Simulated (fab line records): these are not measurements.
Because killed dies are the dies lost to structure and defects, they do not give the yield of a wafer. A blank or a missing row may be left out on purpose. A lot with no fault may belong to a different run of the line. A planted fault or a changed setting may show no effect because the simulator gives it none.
One fault seen from 2 desks || flow sky130 || what lay behind the numbers comes last; until then each desk has only its own

== FROM THE METROLOGY DESK ==
What the gauges read for every lot (on any tool): the sampled wafers with a number, averaged. A lot is out of limits, marked OUT, if its mean lies more than 4 standard deviations from the usual mean; the brackets give that distance.
Columns: A = LDD_P_TW at SKY_LDD_P_TW_MEAS_11, usual 639
{"lot": "L844", "first seen here": "day 19 13:55", "A": 637}
{"lot": "L842", "first seen here": "day 19 14:44", "A": 635}
{"lot": "L847", "first seen here": "day 20 21:26", "A": 640}
{"lot": "L846", "first seen here": "day 20 22:20", "A": 640}
{"lot": "L845", "first seen here": "day 20 22:38", "A": 635}
{"lot": "L849", "first seen here": "day 22 10:04", "A": 640}
{"lot": "L848", "first seen here": "day 22 12:04", "A": 639}
{"lot": "L851", "first seen here": "day 23 08:07", "A": 642}
{"lot": "L850", "first seen here": "day 23 10:47", "A": "613 (-8.8) OUT"}
{"lot": "L853", "first seen here": "day 23 14:25", "A": "615 (-7.9) OUT"}
{"lot": "L860", "first seen here": "day 25 18:04", "A": 633}
{"lot": "L861", "first seen here": "day 25 20:43", "A": 637}
{"lot": "L862", "first seen here": "day 26 08:37", "A": 637}
{"lot": "L864", "first seen here": "day 27 03:14", "A": 633}
This desk finds L850, L853 out of limits, with the earliest case on L850 at day 23 10:47 (LDD_P_TW at SKY_LDD_P_TW_MEAS_11). Within limits: L844, L842, L847, L846, L845, L849, L848, L851, L860, L861, L862, L864.

== AT THE TOOL OWNER'S DESK: implanter-02 ==
The tool's own readings at SKY_LDD_P_IMPLANT_09: means of the sampled wafers that have a number, for each lot that ran on this tool. A lot is out of limits, marked OUT, if its mean lies more than 4 standard deviations from the usual mean; the brackets give that distance.
Columns: A = beam_energy_keV at SKY_LDD_P_IMPLANT_09, usual 24.998
{"lot": "L844", "first seen here": "day 19 13:41", "A": 25.007}
{"lot": "L849", "first seen here": "day 22 09:49", "A": 25.006}
{"lot": "L851", "first seen here": "day 23 07:52", "A": 24.996}
{"lot": "L850", "first seen here": "day 23 10:34", "A": "21.386 (-99 or more) OUT"}
{"lot": "L853", "first seen here": "day 23 14:10", "A": "21.386 (-99 or more) OUT"}
Finding of this desk: L850, L853 out of limits; the first was L850 at day 23 10:34, on beam_energy_keV at SKY_LDD_P_IMPLANT_09. Within limits: L844, L849, L851.

== TAKEN TOGETHER ==
At day 23 10:34, on L850, L853, the tool owner's desk was in a position to raise an alarm.
The metrology desk could have raised an alarm at day 23 10:47, on L850, L853.
All the named lots went through SKY_LDD_P_IMPLANT_09 on implanter-02.

== WHAT THE SIMULATOR HAD PUT IN ==
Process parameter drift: implanter-02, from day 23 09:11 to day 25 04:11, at SKY_LDD_P_IMPLANT_09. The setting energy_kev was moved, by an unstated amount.
Shown lots that were struck: L850, L853.
Counting hours from when the fault started, the first reading out of limits came at 1 for the tool owner's desk and at 2 for the metrology desk.
